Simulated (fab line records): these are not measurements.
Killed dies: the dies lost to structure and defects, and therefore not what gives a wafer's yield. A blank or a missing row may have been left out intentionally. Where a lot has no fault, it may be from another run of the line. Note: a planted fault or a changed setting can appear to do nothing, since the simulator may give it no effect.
Chamber matching	flow gf180mcu	rie diel-01 running GF_V2_ETCH_16: 4 sister chambers
The step etches BARC in N2/H2. 14 wafers are shown with their chamber, then 7 later ones without.

## WAFERS, EACH WITH ITS CHAMBER
wafer	chamber	drypump motor current A (A)	oes product au (a.u.)	throttle valve pct (%)
L331.2	1	6.3	0.850	13.218
L331.4	3	6.1	0.857	13.216
L331.6	2	6.3	0.852	13.238
L333.1	2	6.2	0.855	13.228
L333.5	3	6.2	0.848	13.225
L333.6	2	6.3	0.854	13.227
L336.1	2	6.3	0.849	13.214
L336.2	3	6.2	0.854	13.241
L336.4	2	6.3	0.860	13.229
L337.1	2	6.2	0.849	13.214
L337.2	0	5.5	0.857	13.232
L337.4	1	6.4	0.857	13.237
L343.1	1	6.4	0.850	13.238
L343.3	0	5.4	0.857	13.222

SIGNATURES (means of the wafers above)
reading	chamber 0	chamber 1	chamber 2	chamber 3	scatter within a chamber
drypump motor current A	5.450	6.367	6.267	6.167	0.0563
oes product au	0.85700	0.85233	0.85317	0.85300	0.00402
throttle valve pct	13.22700	13.23100	13.22500	13.22733	0.0103
Rule: a wafer's distance from a chamber is the root of the sum, over the readings, of the square of ((its reading less the chamber's mean) divided by the reading's scatter). If the next closest chamber is less than 2 further off than the closest, the wafer can't be placed; otherwise it belongs to the closest. The scatter is the square root of a quotient: the sum, over the shown wafers, of each reading's squared deviation from its chamber's mean, divided by wafers minus chambers.

## WAFERS MISSING THEIR CHAMBER
wafer	drypump motor current A (A)	oes product au (a.u.)	throttle valve pct (%)
L343.5	6.2	0.865	13.222
L344.2	6.4	0.848	13.207
L344.3	5.5	0.851	13.233
L344.6	6.2	0.852	13.246
L353.3	6.3	0.853	13.223
L353.4	6.2	0.858	13.227
L353.6	6.4	0.857	13.231

## CHAMBER TAKEN BY EACH
wafer	from the rows above	in truth
L343.5	can't be placed: 3 or 2 or 1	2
L344.2	can't be placed: 1 or 2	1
L344.3	0	0
L344.6	can't be placed: 3 or 2 or 1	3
L353.3	can't be placed: 2 or 1 or 3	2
L353.4	can't be placed: 3 or 2 or 1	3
L353.6	can't be placed: 1 or 2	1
Placed correctly: 1 of 7. Unplaceable from these rows: 6, with the true chamber sitting among the candidates in 6. Number placed wrongly: 0.
